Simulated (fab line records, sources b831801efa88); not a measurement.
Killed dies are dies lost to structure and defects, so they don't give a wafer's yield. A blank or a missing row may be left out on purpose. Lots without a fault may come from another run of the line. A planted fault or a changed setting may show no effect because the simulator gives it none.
A struck lot beside a sound one | flow gf180mcu | 14 steps out of a route of 602
Sound: wafers L744.3, L744.4, L744.6. Struck: wafers L756.3, L756.4, L756.5. The cause comes at the end.
At each step with rows: each side's tool, then ch and its chambers, then its first start. Under that, the readings that differ: sound wafers | struck wafers | difference of the means | sigmas: that difference in standard deviations of wafers without a fault.
alike: readings whose means differ by less than 2 such deviations, and words and numbers that are the same on both sides. not compared: withheld readings, readings that some wafer has no value for, bounds like >300 that may hide the same value, and numbers for which the record gives no deviation and whose values overlap.
The two part at a step that has a row with sigmas, a row that says differs or no value, or rows on one side only. Numbers that don't overlap but have no deviation are shown without sigmas and don't part them. A reading that every wafer of one side lacks parts them only if that side has two wafers or more.

GF_TOP_METAL_METAL_ETCH_16: etches the open film in Cl2/BCl3, stops on SiO2, target depth 1197 nm, time 199.5 s.
  sound on rie_metal-01 ch 0, day 30 18:47; struck on rie_metal-03 ch 0,1, day 33 21:27
  alike: drypump_motor_current_A, oes_product_au, throttle_valve_pct
  not compared: rf_hours_counter_h
GF_TOP_METAL_STRIP_17: strips in O2/N2.
  sound on plasma_asher-02 ch 0,1, day 30 19:05; struck on plasma_asher-02 ch 0,1, day 33 21:37
  alike: drypump_motor_current_A, heater_power_w, oes_product_au, strip_time_to_endpoint_s
  not compared: rf_hours_counter_h
then, 2 steps without rows for these wafers: GF_TOP_METAL_STRIP_18 (strips in post etch residue remover, time 1200 s); GF_TOP_METAL_CLEAN_19 (cleans in DIW).
GF_PASSIVATION_CVD_00: deposits SiO2 from TEOS, target thk 1000 nm, time 111.95 s.
  sound on pecvd-02 ch 0,1, day 30 19:35; struck on pecvd-02 ch 0,1,2, day 33 22:07
  alike: heater_power_w
GF_PASSIVATION_THK_MEAS_01:
  sound on film_metro-04, day 30 19:44; struck on film_metro-02, day 33 22:13
  alike: PASSIVATION_CVD_00_THK
GF_PASSIVATION_CVD_02: deposits Si3N4, target thk 700 nm, time 486.18 s.
  sound on pecvd-01 ch 0,2, day 30 19:46; struck on pecvd-01 ch 0,1, day 33 22:15
  alike: heater_power_w
GF_PASSIVATION_THK_MEAS_03:
  sound on film_metro-04, day 30 20:05; struck on film_metro-02, day 33 22:33
  alike: PASSIVATION_CVD_02_THK
then, 4 steps without rows for these wafers: GF_PASSIVATION_DEHYDRATE_04 (time 60 s); GF_PASSIVATION_HMDS_05 (prime time 60 s); GF_PASSIVATION_COAT_06 (resist thk 4000 nm); GF_PASSIVATION_SOFTBAKE_07.
GF_PASSIVATION_EXPOSE_08: exposes mask Pad, target cd 40000 nm.
  sound on iline_stepper-01 ch 0, day 31 05:31; struck on iline_stepper-02, day 34 06:49
  no value came back on the struck wafers for exposure_dose_mJ_cm2, focus_offset_nm (nm); on the sound wafers exposure_dose_mJ_cm2 reads 309.78 309.91 310.13
  alike: mask
then, 1 step without rows for these wafers: GF_PASSIVATION_PEB_09.

WHERE THEY PART
Only at GF_PASSIVATION_EXPOSE_08, within this record.

WHY: what the simulator had put in
Skipped step whole: iline_stepper-02, from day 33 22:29 on, at GF_PASSIVATION_EXPOSE_08. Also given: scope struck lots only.
